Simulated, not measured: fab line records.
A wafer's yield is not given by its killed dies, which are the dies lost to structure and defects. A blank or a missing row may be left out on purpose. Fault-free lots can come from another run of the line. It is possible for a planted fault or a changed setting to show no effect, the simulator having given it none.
Comparing a struck lot with a sound one / flow sky130 / 29 out of 708 route steps
Sound: these wafers, L739.3, L739.4, L739.6. Struck: wafers L751.1, L751.2, L751.5. The cause comes at the end.
Per side, at each step with rows, come the tool, then ch with its chambers, and then its first start. Under that, the readings that differ: sound wafers / struck wafers / difference of the means / sigmas: that difference in standard deviations of wafers without a fault.
alike: same words and numbers on both sides, and readings whose means sit less than 2 such deviations apart. not compared: any withheld reading, any reading some wafer has no value for, any bound like >300 that may hide the same value, and any number with overlapping values for which the record gives no deviation.
The two part at a step that has a row with sigmas, a row that says differs or no value, or rows on one side only. Numbers that don't overlap but have no deviation are shown without sigmas and don't part them. A reading that every wafer of one side lacks parts them only if that side has two wafers or more.

SKY_POLY_GATE_CD_MEAS_13: the cd target is 150 nm.
  sound: cdSem-01 at day 16 14:28; struck: cdSem-02 at day 21 10:42
  alike: cdNm
SKY_POLY_GATE_OVL_MEAS_14:
  sound: overlay-01 at day 16 14:34; struck: overlay-02 at day 21 10:49
  alike: POLY_GATE_OVL
SKY_POLY_GATE_ETCH_15: etches BARC in N2/H2, stops on SiO2, time 118.5 s, target depth 110 nm.
  sound on rieDiel-04 ch 0,1,2, day 16 14:35; struck on rieDiel-03 ch 0,1,2, day 21 10:52
  alike: drypumpMotorCurrentA, oesProductAu, throttleValvePct
  not compared: rfHoursCounterH
SKY_POLY_GATE_ETCH_16: etches Si3N4 in CH3F/O2, stops on poly-Si, time 147.5 s, target depth 75 nm.
  sound on rieDiel-04 ch 0,1,2, day 16 14:40; struck on rieDiel-03 ch 0,1,2, day 21 10:56
  alike: drypumpMotorCurrentA, oesProductAu, throttleValvePct
  not compared: rfHoursCounterH
SKY_POLY_GATE_ETCH_17: etches poly-Si in HBr/Cl2, stops on SiO2, target depth 180 nm, time 70.5 s.
  sound on rieSi-02 ch 0,3, day 16 14:46; struck on rieSi-01 ch 0,2, day 21 11:02
  alike: drypumpMotorCurrentA, mfcCl2Sccm, oesProductAu, throttleValvePct
  not compared: rfHoursCounterH
SKY_POLY_GATE_STRIP_18: strips in O2/N2.
  sound on plasmaAsher-03 ch 0,1, day 16 14:51; struck on plasmaAsher-02 ch 0,1, day 21 11:06
  alike: drypumpMotorCurrentA, oesProductAu, stripTimeToEndpointS
  not compared: rfHoursCounterH
then, 2 steps without rows for these wafers: SKY_POLY_GATE_CLEAN_19 (cleans in SC1/SC2, time 150 s); SKY_POLY_GATE_OXIDATION_20 (stabilise 600 s, purge 300 s, target thk 4 nm).
SKY_POLY_GATE_THK_MEAS_21:
  sound: filmMetro-01 at day 16 16:21; struck: filmMetro-04 at day 21 12:30
  alike: POLY_GATE_OXIDATION_THK
SKY_POLY_GATE_CD_MEAS_22:
  sound: cdSem-01 at day 16 16:27; struck: cdSem-02 at day 21 12:34
  alike: cdNm
then, 2 steps without rows for these wafers: SKY_LDD_N_DEHYDRATE_00 (time 60 s); SKY_LDD_N_HMDS_01 (prime time 60 s).
SKY_LDD_N_COAT_02: resist thk 300 nm.
  sound on lithoTrack-01 ch 0, day 17 06:37; struck on lithoTrack-04 ch 0, day 22 03:47
reading=dispensePressureKPa (kPa); sound=46.7 46.7 46.7; struck=52.9 52.9 52.9; difference=+6.2; sigmas=+2
reading=model.NOVOLAK_of_LDD_N_COAT_02.thkNm (nm); sound=301.2 300.8 302; struck=312.7 312.7 312.9; difference=+11.4; sigmas=
  alike: chillPlateTempC, exhaustPa, resistLineTempC
then, 3 steps without rows for these wafers: SKY_LDD_N_SOFTBAKE_03 (time 60 s); SKY_LDD_N_EXPOSE_04 (exposes mask NTM, target cd 840 nm); SKY_LDD_N_PEB_05.
SKY_LDD_N_DEVELOP_06: develop time 60 s.
  sound on lithoTrack-01 ch 0, day 17 21:07; struck on lithoTrack-03 ch 0, day 22 18:59
reading=exhaustPa (Pa); sound=45.3 46.6 44.5; struck=42.6 44.4 43.8; difference=-1.9; sigmas=-2
reading=model.NOVOLAK_of_LDD_N_COAT_02.thkNm (nm); sound=300.8 300.4 301.6; struck=312.3 312.3 312.4; difference=+11.4; sigmas=
  alike: chillPlateTempC, developerTempC, resistLineTempC
SKY_LDD_N_OVL_MEAS_07:
  sound: overlay-01 at day 17 21:13; struck: overlay-01 at day 22 19:08
  alike: LDD_N_OVL
then, 8 steps without rows for these wafers: SKY_LDD_N_IMPLANT_08; SKY_LDD_N_IMPLANT_09; SKY_LDD_N_IMPLANT_10; SKY_LDD_N_IMPLANT_11; SKY_LDD_N_IMPLANT_12; SKY_LDD_N_IMPLANT_13; SKY_LDD_N_IMPLANT_14; SKY_LDD_N_IMPLANT_15.
SKY_LDD_N_STRIP_16: strips in O2/N2.
  sound on plasmaAsher-04 ch 0,1, day 17 22:29; struck on plasmaAsher-04 ch 0,1, day 22 20:23
reading=stripTimeToEndpointS (s); sound=4.335 4.327 4.330; struck=4.476 4.473 4.472; difference=+0.143; sigmas=+10
  alike: drypumpMotorCurrentA, oesProductAu
  not compared: rfHoursCounterH
SKY_LDD_N_TW_MEAS_17:
  sound: filmMetro-01 at day 17 22:34; struck: filmMetro-03 at day 22 20:29
reading=LDD_N_TW; sound=2622 2633 2617; struck=2548 2560 2559; difference=-68; sigmas=-3
SKY_PAD_OPEN_PROBE_99:
  sound wafers here have rows in the record (prober-02, day 45 21:49); struck ones have none

== WHERE THEY PART ==
At SKY_LDD_N_COAT_02 first; at SKY_PAD_OPEN_PROBE_99 last (within this record only).

WHY: whatever the simulator had introduced
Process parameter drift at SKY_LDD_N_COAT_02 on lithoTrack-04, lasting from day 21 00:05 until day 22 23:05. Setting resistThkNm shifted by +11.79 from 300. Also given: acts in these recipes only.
